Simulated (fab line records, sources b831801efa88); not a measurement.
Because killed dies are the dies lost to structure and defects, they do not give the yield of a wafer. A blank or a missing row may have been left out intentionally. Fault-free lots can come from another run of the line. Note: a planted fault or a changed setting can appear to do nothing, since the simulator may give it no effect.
fab line records	flow gf180mcu
[record] lots = 12	wafers = 36	lastDay = 34
route steps=602 shown STI@23 PSD@261 NSD@262 M1@332 V1@361
lots that met no fault: taken from a fault-free run of the same line
startH: hours from the record's first day to the start of the lot's first wafer shown	waitH: hours since the lot's step before	" the same as in the row above	L1.1+2: a row that stands for several wafers	- either no value or no given start	* or withheld: withheld	< > ~ a bound
route shown NAME@n: a module of which the file shows steps, and the number in the route of the first	usual: the fault-free wafers' mean and standard deviation	same: alike in all rows	chamber/n: place in a boat	sites: readings site by site	_std_site: how widely they spread, as a standard deviation	_edge_site: the outer-site mean with the inner-site mean subtracted	radiusMm: how far each site lies from the wafer's centre	mask NAME#n: copy n	behind: tool/chamber where the wafer was last shaped	hold: what put the lot on hold/how long, in hours/how the hold closed	device: transistor that didn't switch, given as n, p or np	end of line: tests run on the same wafers once the route is complete	for a step that has no rows: nothing shown but its recipe	killed: dies lost to structure and defects at the first sort, not the wafer's yield	map: per-die view of a wafer (x killed, . not killed, _ where there is no die)
set.NAME: setting as actually run; set.NAME@STEP: the setting as run at that earlier step	model.NAME: the simulator's own value behind a step, which no gauge read
one table for each step of the route and one row for each wafer, over a sample of lots
services: when a tool's chamber went out of use (startH, in hours from the record's first day, below 0 if earlier), for how many hours, and the reason
[[steps]]
[step GF_STI_THK_MEAS_22]
[recipe] reads = SiO2_of_STI_OXIDATION_21
[usual] STI_OXIDATION_01_THK = 14.97/0.28
lot.wafer	tool	chamber	startH	waitH	STI_OXIDATION_01_THK[nm]
L113.2	filmMetro-01	-	37.84	0.0	15.13
L113.3	"	-	"	"	15.13
L113.6	"	-	"	"	15.35
L115.4	filmMetro-03	-	47.37	0.0	15.02
L115.5	"	-	"	"	15.03
L115.6	"	-	"	"	14.79
L116.1	filmMetro-04	-	53.47	0.0	14.82
L116.3	"	-	"	"	14.73
L116.4	"	-	"	"	14.85
L117.1	filmMetro-01	-	58.64	0.0	14.84
L117.3	"	-	"	"	15.01
L117.5	"	-	"	"	14.70
L121.1	filmMetro-04	-	79.63	0.0	14.89
L121.2	"	-	"	"	15.14
L121.5	"	-	"	"	14.79
L122.1	filmMetro-03	-	84.59	0.0	14.94
L122.4	"	-	"	"	14.83
L122.5	"	-	"	"	14.84
L124.2	filmMetro-01	-	94.71	0.0	14.70
L124.3	"	-	"	"	14.53
L124.6	"	-	"	"	14.79
L125.2	filmMetro-01	-	99.59	0.0	14.87
L125.4	"	-	"	"	15.07
L125.5	"	-	"	"	15.25
L131.2	filmMetro-04	-	130.24	0.0	14.86
L131.3	"	-	"	"	14.84
L131.4	"	-	"	"	15.11
L132.2	filmMetro-03	-	136.00	0.0	15.16
L132.5	"	-	"	"	15.08
L132.6	"	-	"	"	15.29
L133.1	filmMetro-01	-	141.31	0.0	15.08
L133.2	"	-	"	"	14.96
L133.3	"	-	"	"	14.90
L134.2	filmMetro-03	-	147.08	0.0	15.05
L134.5	"	-	"	"	15.29
L134.6	"	-	"	"	15.04
[step GF_PSD_RTA_13]
[recipe] tempC = 1025	timeS = 20	ambient = N2
[usual] chamberO2Ppm = 2.002/0.023	lampPowerPct = 32.5/1.6	wafer_temp_C_max = 1030.2/1.4
lot.wafer	tool	chamber	startH	waitH	chamberO2Ppm	lampPowerPct	wafer_temp_C_max
L113.2	rtpAnneal-02	0	334.03	0.0	2.059	30.9	1032.4
L113.3	"	0	"	"	2.053	30.9	1029.5
L113.6	"	0	"	"	2.026	30.9	1030.2
L115.4	rtpAnneal-02	0	358.19	0.0	1.963	30.9	1030.3
L115.5	"	0	"	"	2.002	31.0	1031.0
L115.6	"	0	"	"	2.007	30.9	1029.0
L116.1	rtpAnneal-01	0	361.77	0.0	2.022	34.1	1028.7
L116.3	"	0	"	"	2.050	34.1	1027.7
L116.4	"	0	"	"	2.010	34.1	1027.9
L117.1	rtpAnneal-02	0	371.97	0.0	1.976	30.9	1034.0
L117.3	"	0	"	"	2.005	30.9	1035.0
L117.5	"	0	"	"	1.944	30.9	1032.1
L121.1	rtpAnneal-02	0	406.17	0.0	1.961	30.9	1030.0
L121.2	"	0	"	"	1.964	30.9	1029.9
L121.5	"	0	"	"	2.013	31.0	1030.7
L122.1	rtpAnneal-01	0	421.20	0.0	2.028	34.1	1028.7
L122.4	"	0	"	"	2.013	34.1	1028.9
L122.5	"	0	"	"	2.035	34.2	1029.8
L124.2	rtpAnneal-01	0	433.08	0.0	1.988	33.1	1016.1
L124.3	"	0	"	"	1.985	33.2	1017.9
L124.6	"	0	"	"	1.998	33.1	1018.2
L125.2	rtpAnneal-01	0	442.39	0.0	1.995	33.1	1019.1
L125.4	"	0	"	"	1.992	33.1	1019.0
L125.5	"	0	"	"	1.980	33.2	1017.6
L131.2	rtpAnneal-02	0	489.49	0.0	1.987	30.9	1034.9
L131.3	"	0	"	"	1.982	30.9	1031.2
L131.4	"	0	"	"	2.014	30.9	1032.3
L132.2	rtpAnneal-02	0	496.09	0.0	2.026	30.9	1031.7
L132.5	"	0	"	"	2.004	30.9	1031.4
L132.6	"	0	"	"	2.015	30.9	1030.7
L133.1	rtpAnneal-01	0	508.27	0.0	1.959	34.1	1028.7
L133.2	"	0	"	"	1.984	34.1	1028.6
L133.3	"	0	"	"	2.020	34.2	1029.1
L134.2	rtpAnneal-01	0	514.85	0.1	2.012	34.2	1030.0
L134.5	"	0	"	"	2.032	34.2	1028.7
L134.6	"	0	"	"	2.012	34.2	1028.9
[step GF_PSD_RS_MEAS_14]
[recipe] thkMeasGauge = four-point-probe
[usual] NSD_RS = 46.15/0.087
lot.wafer	tool	chamber	startH	waitH	NSD_RS[ohm/sq]
L113.2	filmMetro-03	-	334.12	0.1	46.26
L113.3	"	-	"	"	46.20
L113.6	"	-	"	"	46.14
L115.4	filmMetro-03	-	358.29	0.1	46.11
L115.5	"	-	"	"	46.18
L115.6	"	-	"	"	46.16
L116.1	filmMetro-03	-	361.85	0.1	46.14
L116.3	"	-	"	"	46.11
L116.4	"	-	"	"	46.21
L117.1	filmMetro-03	-	372.05	0.1	46.24
L117.3	"	-	"	"	46.09
L117.5	"	-	"	"	46.20
L121.1	filmMetro-04	-	406.25	0.1	46.08
L121.2	"	-	"	"	46.04
L121.5	"	-	"	"	46.04
L122.1	filmMetro-03	-	421.28	0.1	46.29
L122.4	"	-	"	"	46.12
L122.5	"	-	"	"	46.09
L124.2	filmMetro-03	-	433.17	0.1	47.62
L124.3	"	-	"	"	47.59
L124.6	"	-	"	"	47.59
L125.2	filmMetro-03	-	442.48	0.1	47.76
L125.4	"	-	"	"	47.65
L125.5	"	-	"	"	47.71
L131.2	filmMetro-02	-	489.58	0.1	46.12
L131.3	"	-	"	"	46.15
L131.4	"	-	"	"	46.20
L132.2	filmMetro-03	-	496.18	0.1	46.24
L132.5	"	-	"	"	46.19
L132.6	"	-	"	"	46.24
L133.1	filmMetro-04	-	508.43	0.1	46.07
L133.2	"	-	"	"	46.03
L133.3	"	-	"	"	46.08
L134.2	filmMetro-03	-	515.14	0.2	46.20
L134.5	"	-	"	"	46.12
L134.6	"	-	"	"	46.21
[step GF_PSD_RS_MEAS_15]
[recipe] thkMeasGauge = four-point-probe
[usual] PSD_RS = 108.6/0.34
lot.wafer	tool	chamber	startH	waitH	PSD_RS[ohm/sq]
L113.2	filmMetro-03	-	334.24	0.1	109.3
L113.3	"	-	"	"	108.7
L113.6	"	-	"	"	108.5
L115.4	filmMetro-03	-	358.41	0.1	108.4
L115.5	"	-	"	"	108.5
L115.6	"	-	"	"	108.7
L116.1	filmMetro-03	-	361.97	0.1	108.9
L116.3	"	-	"	"	108.9
L116.4	"	-	"	"	109.0
L117.1	filmMetro-03	-	372.17	0.1	108.8
L117.3	"	-	"	"	108.9
L117.5	"	-	"	"	109.1
L121.1	filmMetro-04	-	406.37	0.1	108.2
L121.2	"	-	"	"	107.9
L121.5	"	-	"	"	108.2
L122.1	filmMetro-03	-	421.40	0.1	108.6
L122.4	"	-	"	"	108.4
L122.5	"	-	"	"	108.2
L124.2	filmMetro-03	-	433.29	0.1	115.7
L124.3	"	-	"	"	115.8
L124.6	"	-	"	"	116.0
L125.2	filmMetro-03	-	442.60	0.1	115.8
L125.4	"	-	"	"	116.0
L125.5	"	-	"	"	116.4
L131.2	filmMetro-02	-	489.70	0.1	108.5
L131.3	"	-	"	"	108.5
L131.4	"	-	"	"	109.2
L132.2	filmMetro-03	-	496.30	0.1	109.0
L132.5	"	-	"	"	109.1
L132.6	"	-	"	"	108.7
L133.1	filmMetro-04	-	508.55	0.1	108.1
L133.2	"	-	"	"	108.1
L133.3	"	-	"	"	108.4
L134.2	filmMetro-03	-	515.26	0.1	108.8
L134.5	"	-	"	"	109.0
L134.6	"	-	"	"	108.5
[step GF_M1_STRIP_17]
[recipe] chemistry = O2/N2	powerW = 1400	pressureMtorr = 1500	platenTempC = 250	o2FlowSccm = 3000	n2FlowSccm = 300	overashFraction = 0.5
[usual] chamberPressureMTorr = 1500.0/1.5	drypumpMotorCurrentA = 5.8/0.5	heaterPowerW = 343/19	oesProductAu = 0.557/0.0055	stripTimeToEndpointS = 7.87/0.075
lot.wafer	tool	chamber	startH	waitH	chamberPressureMTorr	drypumpMotorCurrentA	heaterPowerW	oesProductAu	rfHoursCounterH	stripTimeToEndpointS
L113.2	plasmaAsher-02	0	403.74	0.1	1500.6	6.7	340	0.557	73	7.96
L113.3	"	0	"	"	1495.9	6.6	339	0.564	-	7.79
L113.6	"	1	"	"	1501.1	5.6	379	0.556	-	7.91
L115.4	plasmaAsher-04	0	433.04	0.1	1501.3	5.7	333	0.559	-	7.92
L115.5	"	0	"	"	1498.7	5.7	339	0.560	-	7.87
L115.6	"	1	"	"	1499.5	5.4	355	0.556	-	7.90
L116.1	plasmaAsher-04	0	435.31	0.1	1499.7	5.7	325	0.551	32	7.94
L116.3	"	1	"	"	1500.1	5.4	350	0.563	-	7.94
L116.4	"	0	"	"	1497.9	5.6	324	0.556	-	7.94
L117.1	plasmaAsher-02	0	447.89	0.1	1501.0	6.6	328	0.563	2	7.91
L117.3	"	0	"	"	1501.9	6.6	335	0.567	-	8.02
L117.5	"	1	"	"	1501.4	5.6	367	0.549	-	7.82
L121.1	plasmaAsher-02	1	483.46	0.1	1497.6	5.6	376	0.559	6	7.88
L121.2	"	0	"	"	1498.1	6.6	335	0.556	6	7.94
L121.5	"	1	"	"	1501.5	5.6	374	0.563	-	7.94
L122.1	plasmaAsher-02	0	498.32	0.1	1500.9	6.6	328	0.558	8	7.70
L122.4	"	0	"	"	1502.3	6.6	329	0.552	-	7.74
L122.5	"	0	"	"	1501.4	6.6	332	0.566	-	7.88
L124.2	plasmaAsher-01	1	510.19	0.1	1502.2	5.1	338	0.548	73	7.82
L124.3	"	0	"	"	1497.5	5.7	325	0.553	-	7.78
L124.6	"	1	"	"	1503.2	5.1	334	0.557	-	7.79
L125.2	plasmaAsher-04	0	518.86	0.1	1498.5	5.7	332	0.563	42	7.90
L125.4	"	1	"	"	1502.2	5.4	355	0.565	-	7.91
L125.5	"	0	"	"	1501.9	5.7	328	0.557	-	8.00
L131.2	plasmaAsher-01	0	562.26	0.1	1500.5	5.7	308	0.554	79	7.87
L131.3	"	0	"	"	1501.0	5.7	321	0.555	-	7.81
L131.4	"	1	"	"	1501.7	5.0	333	0.563	-	7.95
L132.2	plasmaAsher-02	0	568.77	0.1	1501.4	6.6	328	0.557	15	7.81
L132.5	"	0	"	"	1500.1	6.6	333	0.548	-	7.83
L132.6	"	1	"	"	1498.2	5.6	380	0.555	-	7.89
L133.1	plasmaAsher-02	1	578.81	0.1	1499.3	5.6	375	0.556	16	7.75
L133.2	"	0	"	"	1500.5	6.6	333	0.558	16	7.91
L133.3	"	1	"	"	1502.4	5.6	374	0.565	-	7.91
L134.2	plasmaAsher-01	0	586.62	0.1	1498.6	5.7	318	0.554	81	7.96
L134.5	"	1	"	"	1499.0	5.1	328	0.562	-	7.87
L134.6	"	0	"	"	1498.4	5.7	312	0.560	-	7.95
[step GF_V1_CMP_26]
[recipe] stopOn = SiO2	downForcePsi = 3.5	platenRpm = 60	tOverpolishS = 15	targetThkNm = 0	padVelocityMS = 0.94248
[usual] motorCurrentA = 11.0/1.3	overpolishRunS = 14.999/0.0097	timeToEndpointS = 87/3.8
lot.wafer	tool	chamber	startH	waitH	motorCurrentA	overpolishRunS	timeToEndpointS
L113.3	cmp-01	1	429.82	0.1	9.9	15.001	95
L113.2	"	3	"	"	9.4	14.994	82
L113.6	"	1	"	"	10.0	15.009	95
L115.4	cmp-02	2	460.04	0.1	13.3	14.997	84
L115.6	"	1	"	"	10.1	15.005	88
L115.5	"	2	"	"	13.1	14.990	86
L116.4	cmp-01	0	462.06	0.0	13.7	15.015	84
L116.3	"	1	"	"	9.8	15.005	97
L116.1	"	3	"	"	9.2	15.000	81
L117.1	cmp-02	2	474.69	0.2	12.2	15.000	89
L117.3	"	3	"	"	10.4	15.003	85
L117.5	"	3	"	"	10.8	14.995	88
L121.1	cmp-01	0	509.62	0.1	12.5	15.000	85
L121.2	"	2	"	"	10.6	14.995	85
L121.5	"	0	"	"	13.2	14.999	84
L122.1	cmp-01	0	524.69	0.1	12.7	14.995	87
L122.4	"	2	"	"	10.7	14.992	88
L122.5	"	1	"	"	10.3	14.988	95
L124.3	cmp-01	0	535.93	0.0	12.5	14.996	85
L124.2	"	2	"	"	10.4	15.006	86
L124.6	"	1	"	"	9.5	15.002	92
L125.4	cmp-01	1	544.23	0.1	10.0	14.987	100
L125.2	"	2	"	"	10.7	15.001	89
L125.5	"	3	"	"	9.5	15.010	87
L131.2	cmp-01	0	586.65	0.0	12.7	14.997	83
L131.3	"	1	"	"	9.7	14.984	94
L131.4	"	2	"	"	10.0	15.010	89
L132.2	cmp-02	0	592.74	0.1	11.1	15.006	85
L132.6	"	3	"	"	10.9	15.018	87
L132.5	"	0	"	"	10.7	15.004	86
L133.2	cmp-01	0	602.60	0.1	12.6	15.019	84
L133.1	"	1	"	"	9.9	14.983	95
L133.3	"	2	"	"	10.5	14.994	85
L134.2	cmp-02	2	611.08	0.1	12.6	15.004	85
L134.6	"	1	"	"	10.1	14.989	89
L134.5	"	2	"	"	13.0	15.001	83
[[services]]
tool	chamber	startH	hours	kind
cmp-01	-	316.45	2.6	repair
plasmaAsher-04	-	316.80	2.0	repair
rtpAnneal-01	-	333.68	3.9	pm
plasmaAsher-04	-	340.27	12.8	repair
cmp-02	-	364.76	6.7	pm
cmp-01	-	373.44	4.2	pm
plasmaAsher-02	-	380.61	9.0	repair
cmp-02	-	382.59	0.2	repair
cmp-01	-	404.00	4.0	pm
plasmaAsher-01	-	407.81	2.9	repair
cmp-02	-	416.11	1.9	repair
plasmaAsher-02	-	421.25	9.0	pm
plasmaAsher-04	-	428.91	0.6	repair
cmp-01	-	463.07	6.1	pm
cmp-02	-	477.30	1.6	repair
cmp-02	-	493.78	18.3	pm
cmp-02	-	514.74	4.8	pm
cmp-01	-	518.64	5.8	repair
cmp-02	-	520.85	0.9	repair
cmp-02	-	560.05	0.8	repair
cmp-01	-	561.73	10.1	repair
cmp-01	-	566.52	0.3	repair
cmp-01	-	568.57	0.4	repair
cmp-02	-	572.27	4.0	pm
[[key]]
[firstSign] step = GF_PSD_RTA_13	reading = wafer_temp_C_max	direction = down	sigmas = 8.5	usual = *	struck = *
[effect] step = GF_PSD_RS_MEAS_14	reading = NSD_RS	direction = up	sigmas = 17	usual = 46.15	struck = 47.65
[effect] step = GF_PSD_RS_MEAS_15	reading = PSD_RS	direction = up	sigmas = 22	usual = 108.6	struck = 115.9
metAt GF_PSD_RTA_13
struckLots L124,L125
rowsEnd L125.5
testerLeftOut L124,L125
notActingAt GF_STI_THK_MEAS_22,GF_M1_STRIP_17,GF_V1_CMP_26
onsetBetween 421.20 433.08
[fault] kind = processParameterDrift	tool = rtpAnneal-01	chamber = -	onsetH = 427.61	steps = GF_PSD_RTA_13	channel = tempC	offset = *	shape = step	endH = 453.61	actsIn = *	stated = *
// testerLeftOut: of these lots the tester's yield and bins aren't shown, on N5 and GAA mostly nor the transistor test; their killed dies are dies lost to structure and defects alone, not to doping, threshold or leakage, so they don't give the yield
// rowsEnd: these wafers met a further fault down the route, and their rows from its step on are left out
